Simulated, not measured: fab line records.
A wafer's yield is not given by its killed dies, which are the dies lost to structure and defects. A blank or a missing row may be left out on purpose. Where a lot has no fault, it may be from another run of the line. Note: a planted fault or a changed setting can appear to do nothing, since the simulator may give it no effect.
Problem report, 8D (eight disciplines) form, completed by code | flow sky130 | the parts of the form that need people (team, actions taken, sign-off) are left out

1. THE ISSUE
plateTempC at SKY_VIA1_SOFTBAKE_08 reads a mean of 96.09 C on 6 wafers of 2 lots; wafers without a fault read 99.98 C with a standard deviation of 0.11. Relative to the usual mean, that is a shift of -35 standard deviations.
The step: time 90 s.
First observed at day 37 03:00: wafer L769.1, on lithoTrack-04. At this step, 39 wafers from 13 lots have a number in the record. Rule for "out" (also "out of limits"): further than 4 standard deviations from the usual mean. The other wafers with a number count as sound.

2. WHAT IT IS AND WHAT IT IS NOT
question                    | is                            | is not
which readings at this step | plateTempC, heaterPowerTotalW | -
which lots                  | L769, L770                    | L758, L760, L762, L764, L773, L774, L775, L776, L779, L780, L781
which wafers of those lots  | all that have a number        | -
read on which tools         | lithoTrack-04                 | lithoTrack-02, lithoTrack-03
when                        | from day 37 03:00             | up to then (12 sound wafers); but 21 sound wafers of L773, L774, L775, L776, L779, L780, L781 came after

3. SUSPECTS, AND WHAT RULES EACH OUT
Counting: a tool at any process step up to the reading remains a suspect when it ran all the lots that are out and ran no sound lot after the first of those.
- pvdSputter-01 at SKY_LOCAL_INTERCONNECT_SPUTTER_00 (material TiN, target thk 100 nm, time 83.3 s): ruled out as a lasting fault. Following L769 (day 33 01:49), the first lot on it that is out, the sound lots L776, L775, L781 were run on it.
- lithoTrack-04 at SKY_VIA1_SOFTBAKE_08 (time 90 s): ruled out as a lasting fault. Following L769 (day 37 03:00), the first lot on it that is out, the sound lots L781 were run on it.
Left after counting: nothing in the record.

4. THE CAUSE (what the simulator had put in)
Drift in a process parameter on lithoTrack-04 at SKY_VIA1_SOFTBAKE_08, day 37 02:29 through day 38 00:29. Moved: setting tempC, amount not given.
Counting ruled it out, wrongly.

5. THE EFFECT CHAIN, in route order
Each row: a reading where the mean over the struck wafers with a number is more than 3 standard deviations away from the usual. Readings are gone through only where the record gives a usual standard deviation; hours: the median, over the lots, of the time from a lot's start at the first step in this table giving one to that lot's start at this step; sigmas: the change measured in usual standard deviations.
hours | step                 | reading           | usual   | on struck wafers | change | sigmas
0     | SKY_VIA1_SOFTBAKE_08 | heaterPowerTotalW | 57.36 W | 54.34            | -3.02  | -25
0     | SKY_VIA1_SOFTBAKE_08 | plateTempC        | 99.98 C | 96.09            | -3.89  | -35
Process steps it contains:
- SKY_VIA1_SOFTBAKE_08: time 90 s.
Later steps that measure or inspect, where all struck wafers having a row at the step show a number for every such reading and not one has moved that far: SKY_METAL2_OVL_MEAS_16.

6. WHAT WOULD HAVE CAUGHT IT SOONER
In this record the first reading out of limits was taken at day 37 03:00, 1 hour after the fault began at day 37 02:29.
